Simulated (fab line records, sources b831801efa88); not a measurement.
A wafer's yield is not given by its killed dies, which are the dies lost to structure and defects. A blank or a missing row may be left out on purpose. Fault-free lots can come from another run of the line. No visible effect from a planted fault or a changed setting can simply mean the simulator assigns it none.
Comparing a struck lot with a sound one | flow sky130 | 14 steps out of a route of 708
Sound: the wafers L394.1, L394.3, L394.4. Struck: wafers L401.2, L401.3, L401.4. The cause is named last.
For every step that has rows: the tool of each side, followed by ch and its chambers, followed by its first start. Under that, the readings that differ: sound wafers | struck wafers | difference of the means | sigmas: that difference in standard deviations of wafers without a fault.
alike: readings with means less than 2 such deviations apart, plus words and numbers identical on both sides. not compared: withheld readings, readings lacking a value on some wafer, bounds such as >300 that could conceal the same value, and numbers that have no deviation in the record and whose values overlap.
Wherever a step has rows on one side only, a row that says differs or no value, or a row with sigmas, the two part there. Non-overlapping numbers with no deviation appear without sigmas and do not part them. A reading that every wafer of one side lacks parts them only if that side has two wafers or more.

SKY_CAPM_METAL_ETCH_13: etches TiN in Cl2/BCl3, stops on SiO2, target depth 220 nm, time 62.9 s.
  sound on rie metal-01 ch 0,1, day 38 22:16; struck on rie metal-02 ch 0,1, day 41 06:10
  alike: bcl3 flow sccm, drypump motor current A, oes product au, throttle valve pct
  not compared: rf hours counter h
SKY_CAPM_STRIP_14: strips in O2/N2.
  sound on plasma asher-01 ch 0,1, day 38 22:20; struck on plasma asher-01 ch 0,1, day 41 06:14
  reading                      | sound             | struck            | difference | sigmas
  strip time to endpoint s (s) | 12.61 12.59 12.57 | 12.76 12.68 12.73 | +0.13      | +3
  alike: drypump motor current A, oes product au
  not compared: rf hours counter h
then, 10 steps without rows for these wafers: SKY_CAPM_STRIP_15 (strips in post etch residue remover, time 1200 s); SKY_CAPM_CLEAN_16 (cleans in IPA, time 180 s); SKY_CAPM_CLEAN_17 (cleans in O3/DIW); SKY_METAL3_DEHYDRATE_05 (time 60 s); SKY_METAL3_HMDS_06 (prime time 60 s); SKY_METAL3_COAT_07 (resist thk 60 nm); SKY_METAL3_COAT_08 (resist thk 1140 nm); SKY_METAL3_SOFTBAKE_09 (time 90 s); SKY_METAL3_EXPOSE_10 (exposes mask MM3, target cd 300 nm); SKY_METAL3_PEB_11.
SKY_METAL3_DEVELOP_12: develop time 60 s.
  struck on litho track-04, day 42 07:00; sound on litho track-04 ch 0, day 40 00:00
  no value came back on the struck wafers for chill plate temp C (C), develop time s (s), developer temp C (C); on the sound wafers chill plate temp C (C) reads 22.98 23.04 22.91
  not compared: model.KrF-thick_of_METAL3_COAT_08.thk nm
SKY_METAL3_CD_MEAS_13: target cd 300 nm.
  sound: cd sem-01 at day 40 00:46; struck: cd sem-02 at day 42 07:24
  reading    | sound             | struck | difference                    | sigmas
  cd nm (nm) | 299.9 300.7 301.1 | - - -  | no value on the struck wafers |

## WHERE THEY PART
First at SKY_CAPM_STRIP_14; last, within this record, at SKY_METAL3_CD_MEAS_13.

WHY: what had been put in by the simulator
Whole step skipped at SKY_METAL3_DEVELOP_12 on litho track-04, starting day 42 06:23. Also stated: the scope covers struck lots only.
